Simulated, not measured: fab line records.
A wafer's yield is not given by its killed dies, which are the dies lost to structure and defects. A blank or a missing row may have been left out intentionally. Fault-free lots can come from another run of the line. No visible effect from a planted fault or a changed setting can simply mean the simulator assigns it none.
A struck lot beside a sound one :: flow gf180mcu :: 16 out of 602 route steps
Sound: wafers L830.2, L830.5, L830.6. Struck: wafers L837.1, L837.2, L837.5. The cause is named last.
Order at every step that has rows: each side's tool, ch and its chambers, its first start. Under that, the readings that differ: sound wafers :: struck wafers :: difference of the means :: sigmas: that difference in standard deviations of wafers without a fault.
alike: readings whose means differ by less than 2 such deviations, and words and numbers that are the same on both sides. not compared: withheld readings, readings that some wafer has no value for, bounds like >300 that may hide the same value, and numbers for which the record gives no deviation and whose values overlap.
A row with sigmas, a row that says differs or no value, or rows on one side alone: a step with any of these is where the two part. Non-overlapping numbers with no deviation appear without sigmas and do not part them. A reading that every wafer of one side lacks parts them only if that side has two wafers or more.

GF_POLY_GATE_ETCH_13: etches poly-Si in HBr/Cl2, stops on SiO2, target depth 198.5 nm, time 69.6 s.
  sound on rie si-02 ch 0,1,3, day 12 16:42; struck on rie si-01 ch 0,3, day 14 13:50
  alike: drypump motor current A, oes product au, throttle valve pct
  not compared: rf hours counter h
GF_POLY_GATE_STRIP_14: strips in O2/N2.
  sound on plasma asher-02 ch 0,1, day 12 16:45; struck on plasma asher-02 ch 0,1, day 14 13:54
  alike: drypump motor current A, heater power w, oes product au
  not compared: rf hours counter h
then, 2 steps without rows for these wafers: GF_POLY_GATE_CLEAN_15 (cleans in SC1/SC2, time 150 s); GF_POLY_GATE_OXIDATION_16 (stabilise 600 s, purge 300 s, target thk 4 nm).
GF_POLY_GATE_THK_MEAS_17:
  sound on film metro-04, day 12 19:15; struck on film metro-02, day 14 15:18
  alike: POLY_GATE_OXIDATION_THK
GF_POLY_GATE_CD_MEAS_18:
  sound on cd sem-02, day 12 19:19; struck on cd sem-01, day 14 15:22
  alike: cd nm
then, 6 steps without rows for these wafers: GF_HV_LDD_DEHYDRATE_00 (time 60 s); GF_HV_LDD_HMDS_01 (prime time 60 s); GF_HV_LDD_COAT_02 (resist thk 1000 nm); GF_HV_LDD_SOFTBAKE_03 (time 60 s); GF_HV_LDD_EXPOSE_04 (exposes mask Nplus LV AREA, target cd 400 nm); GF_HV_LDD_PEB_05.
GF_HV_LDD_DEVELOP_06: develop time 60 s.
  sound on litho track-03 ch 0, day 13 14:55; struck on litho track-03 ch 0, day 15 12:14
reading: developer temp C (C)
sound: 22.91 22.89 22.84
struck: 25.35 25.25 25.38
difference: +2.45
sigmas: +22
GF_HV_LDD_CD_MEAS_07: target cd 400 nm.
  sound on cd sem-02, day 13 15:04; struck on cd sem-01, day 15 12:23
reading: cd nm (nm)
sound: 399.4 397.7 399.3
struck: 391.4 393.3 391.3
difference: -6.8
sigmas: -3
GF_HV_LDD_OVL_MEAS_08:
  sound on overlay-02, day 13 15:10; struck on overlay-01, day 15 12:31
  alike: HV_LDD_OVL
-- here the record skips 19 days between the struck wafers' starts before and after, leaving off in module HV_LDD and picking up in module PASSIVATION (first step shown: number 602 of the route) --
GF_PASSIVATION_PROBE_99:
  record: rows for the struck wafers here (prober-01, day 34 08:47), none for the sound ones

## WHERE THEY PART
At GF_HV_LDD_DEVELOP_06 first; at GF_PASSIVATION_PROBE_99 last (within this record only).

WHY: what had been put in by the simulator
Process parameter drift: litho track-03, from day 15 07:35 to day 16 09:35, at GF_HV_LDD_DEVELOP_06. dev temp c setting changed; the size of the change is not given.
